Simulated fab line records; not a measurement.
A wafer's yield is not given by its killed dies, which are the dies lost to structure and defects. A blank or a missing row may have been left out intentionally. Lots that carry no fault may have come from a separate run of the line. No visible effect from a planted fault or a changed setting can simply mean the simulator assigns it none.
A lot that was struck, set against a sound lot :: flow gf180mcu :: 18 steps out of a route of 602
Sound: the wafers L524.2, L524.4, L524.6. The struck wafers were L532.1, L532.3, L532.4. At the end, the cause is stated.
Each step with rows lists, per side, the tool, then ch with its chambers, then its first start. Under that, the readings that differ: sound wafers :: struck wafers :: difference of the means :: sigmas: that difference in standard deviations of wafers without a fault.
alike: words and numbers the same on both sides, and readings whose means are apart by under 2 such deviations; not compared: readings that were withheld, readings missing a value for some wafer, numbers with overlapping values and no deviation given by the record, and bounds like >300 which may hide the same value.
A row with sigmas, a row that says differs or no value, or rows on one side alone: a step with any of these is where the two part. Non-overlapping numbers with no deviation appear without sigmas and do not part them. Lack of a reading on every wafer of one side parts them only where that side has two or more wafers.

first, 3 steps without rows for these wafers: GF_V2_EXPOSE_11 (exposes mask Via2, target cd 260 nm); GF_V2_PEB_12 (peb time 90 s); GF_V2_DEVELOP_13 (develop time 60 s).
GF_V2_CD_MEAS_14 targets a cd of 260 nm.
  sound: cd_sem-02 at day 23 10:28; struck: cd_sem-02 at day 26 03:38
reading: cd_nm (nm)
sound: 258.7 257.7 257.0
struck: 260.1 260.9 261.4
difference: +3.0
sigmas: +2
GF_V2_OVL_MEAS_15:
  sound: overlay-01 at day 23 10:34; struck: overlay-02 at day 26 03:46
  alike: V2_OVL
then, 1 step without rows for these wafers: GF_V2_ETCH_16 (etches BARC in N2/H2).
GF_V2_ETCH_17: etches SiO2 in C4F8/O2/Ar, stops on TiN, target depth 630 nm.
  sound: rie_diel-02 ch 2,3; struck: rie_diel-04 ch 0,2,3
  alike: oes_product_au
GF_V2_STRIP_18: strips in O2/N2.
  sound on plasma_asher-03 ch 0,1, day 23 10:44; struck on plasma_asher-01 ch 0,1, day 26 03:55
reading: drypump_motor_current_A (A)
sound: 6.0 4.8 4.8
struck: 6.1 6.5 6.1
difference: +1.0
sigmas: +2
  alike: heater_power_w, oes_product_au
  not compared: rf_hours_counter_h
then, 2 steps without rows for these wafers: GF_V2_STRIP_19 (strips in post etch residue remover, time 1200 s); GF_V2_CLEAN_20 (cleans in DIW).
GF_V2_SPUTTER_21: material Ti, target thk 15 nm, time 80.02 s.
  sound: pvd_sputter-01 at day 23 11:16; struck: pvd_sputter-02 at day 26 04:30
  alike: throttle_valve_pct
GF_V2_SPUTTER_22: material TiN, target thk 10 nm, time 40 s.
  sound: pvd_sputter-01 at day 23 11:19; struck: pvd_sputter-02 at day 26 04:34
  alike: throttle_valve_pct
GF_V2_CVD_23: deposits W, target thk 350 nm, time 104.94 s.
  sound on cvd_w-02 ch 0,1, day 23 11:22; struck on cvd_w-02 ch 0,1, day 26 04:36
reading: susceptor_temp_C (C)
sound: 400.34 400.64 400.04
struck: 390.60 390.94 390.94
difference: -9.51
sigmas: -43

reading: model.W_of_V2_CVD_23.thk_nm (nm)
sound: 352.9 345.3 355.3
struck: 301.8 300.9 297.7
difference: -51.0
sigmas: 
  alike: heater_power_w
GF_V2_RS_MEAS_24: measures by four-point-probe.
  sound: film_metro-04 at day 23 11:29; struck: film_metro-01 at day 26 04:43
reading: V2_W_RS (ohm/sq)
sound: 0.324 0.332 0.322
struck: 0.382 0.382 0.388
difference: +0.058
sigmas: +12
GF_V2_THK_MEAS_25: measures by xrf.
  sound: film_metro-04 at day 23 11:36; struck: film_metro-01 at day 26 04:50
reading: V2_W_THK (nm)
sound: 350 342 350
struck: 301 302 300
difference: -46
sigmas: -8
GF_V2_CMP_26: polishes, stops on SiO2, t overpolish 15 s, target thk 0 nm.
  sound on cmp-02 ch 0,2, day 23 11:39; struck on cmp-02 ch 0,1,2, day 26 04:53
reading: time_to_endpoint_s (s)
sound: 83 87 87
struck: 70 73 73
difference: -14
sigmas: -4
  alike: motor_current_A, retaining_ring_pressure_frac
GF_M3_SPUTTER_00: material Ti, target thk 37.5 nm, time 150 s.
  sound: pvd_sputter-03 at day 23 11:57; struck: pvd_sputter-01 at day 26 05:11
  alike: throttle_valve_pct
-- the record jumps here: 7 days lie between the struck wafers' starts before and after (it left off in module M3 and takes up again in module PASSIVATION, whose first step shown is number 602 of the route) --
GF_PASSIVATION_PROBE_99:
  the record has rows for the struck wafers here (prober-02, day 33 14:50) and none for the sound ones

== WHERE THEY PART ==
Earliest at GF_V2_CD_MEAS_14; latest, in this record, at GF_PASSIVATION_PROBE_99.

WHY: the cause the simulator had injected
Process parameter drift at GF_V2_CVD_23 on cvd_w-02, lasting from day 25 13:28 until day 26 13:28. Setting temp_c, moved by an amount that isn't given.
